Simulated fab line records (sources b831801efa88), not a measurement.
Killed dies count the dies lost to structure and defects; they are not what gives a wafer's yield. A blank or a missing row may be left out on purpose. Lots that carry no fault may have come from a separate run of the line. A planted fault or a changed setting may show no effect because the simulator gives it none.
Split-lot trial ; flow sky130 ; route with 708 steps; 5 lots, 23 wafers read

== ON THE SPLIT ==
At SKY_VIA3_HDPCVD_00 (deposits SiO2, target thk 1635 nm, time 272.5 s), the setting time_s was moved away from the recipe's 272.5 s on 7 of the 23 wafers read, by -12.5% to +11.2%. All remaining wafers had this setting at the recipe value.

There is no step in the file separating the split from the reading.

== THE READING ==
Values of VIA3_HDPCVD_THK in nm from SKY_VIA3_THK_MEAS_01. A value of 1637 nm with a standard deviation of 21 nm is what fault-free wafers of this fab line usually give.

wafer;tool, chamber at the split;time_s as run, s;against the recipe;VIA3_HDPCVD_THK, nm;against lot-mates on the recipe
L076.1;hdpcvd-01, 0;272.5;recipe;1677;-
L076.2;hdpcvd-01, 2,0;272.5;recipe;1657;-
L076.3;hdpcvd-01, 1;272.5;recipe;1668;-
L076.5;hdpcvd-01, 2,0;272.5;recipe;1657;-
L076.6;hdpcvd-01, 1;272.5;recipe;1648;-
L077.2;hdpcvd-01, 0;272.5;recipe;1664;-
L077.3;hdpcvd-01, 1;272.5;recipe;1646;-
L077.4;hdpcvd-01, 0;260.6;-4.4%;1589;-66
L077.5;hdpcvd-01, 1;260.6;-4.4%;1569;-86
L077.6;hdpcvd-01, 2;260.6;-4.4%;1602;-53
L079.2;hdpcvd-02, 1;303;+11.2%;1787;+177
L079.3;hdpcvd-02, 0;272.5;recipe;1602;-
L079.4;hdpcvd-02, 0;272.5;recipe;1610;-
L079.5;hdpcvd-02, 1;303;+11.2%;1790;+180
L079.6;hdpcvd-02, 2;272.5;recipe;1617;-
L081.2;hdpcvd-01, 0;272.5;recipe;1642;-
L081.4;hdpcvd-01, 1;272.5;recipe;1612;-
L081.6;hdpcvd-01, 2;272.5;recipe;1631;-
L085.1;hdpcvd-01, 1;238.5;-12.5%;1432;-206
L085.2;hdpcvd-01, 0;272.5;recipe;1658;-
L085.4;hdpcvd-01, 1;272.5;recipe;1632;-
L085.5;hdpcvd-01, 2;272.5;recipe;1624;-
L085.6;hdpcvd-01, 0;238.5;-12.5%;1448;-190
Where a row lists several chambers, the file gives one row for several wafers and doesn't say which wafer went through which chamber.

THE FIT
A straight line over all 23 wafers: VIA3_HDPCVD_THK changes by +14.5 nm for each +1% of time_s; r = +0.96; the points scatter about the line by 22 nm.
The same after taking each lot's own level away (the mean of its wafers on the recipe; 23 wafers): +15.9 nm for each +1%; r = +0.99; scatter 11 nm.
On that fit, the largest move of time_s shifts the reading by 2e+02 nm.
From 1609.7 to 1661.4 nm: that is the span of the lots' own levels, equal to 2.5 times the standard deviation above.
So the lot-to-lot level changes the slope little: the two slopes agree.
Check: for one of the wafers moved furthest among these (-12.5%), held out of the fit, the line's prediction against its lot-mates is -195 nm. Against them it came out at -206 nm.

== THESE WAFERS: OTHER SPLITS ==
Note: prior to the reading, these wafers also went through further splits. Each is held against what the fit with the lots' levels taken away leaves over:
other split on the same wafers;wafers away from the commonest value;r with VIA3_HDPCVD_THK (lot level and that fit taken away)
SKY_METAL3_METAL_ETCH_18 bias_w;8;+0.01

== THE WHOLE CHAIN: every reading that the file lists as answering this split, in the file's order ==
step;what it does;reading;change (the file's fit);r (the file's)
SKY_VIA3_HDPCVD_00;deposits SiO2, target thk 1635 nm, time 272.5 s;SiO2_of_VIA3_HDPCVD_00.thk_nm (the simulator's own value, which no gauge read);+15.9 nm for each +1% of the setting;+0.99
SKY_VIA3_THK_MEAS_01;;VIA3_HDPCVD_THK;+15.9 for each +1% of the setting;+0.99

== THE FILE'S OWN FIT ==
VIA3_HDPCVD_THK changes by +15.9 nm for each +1% of time_s, r = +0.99.
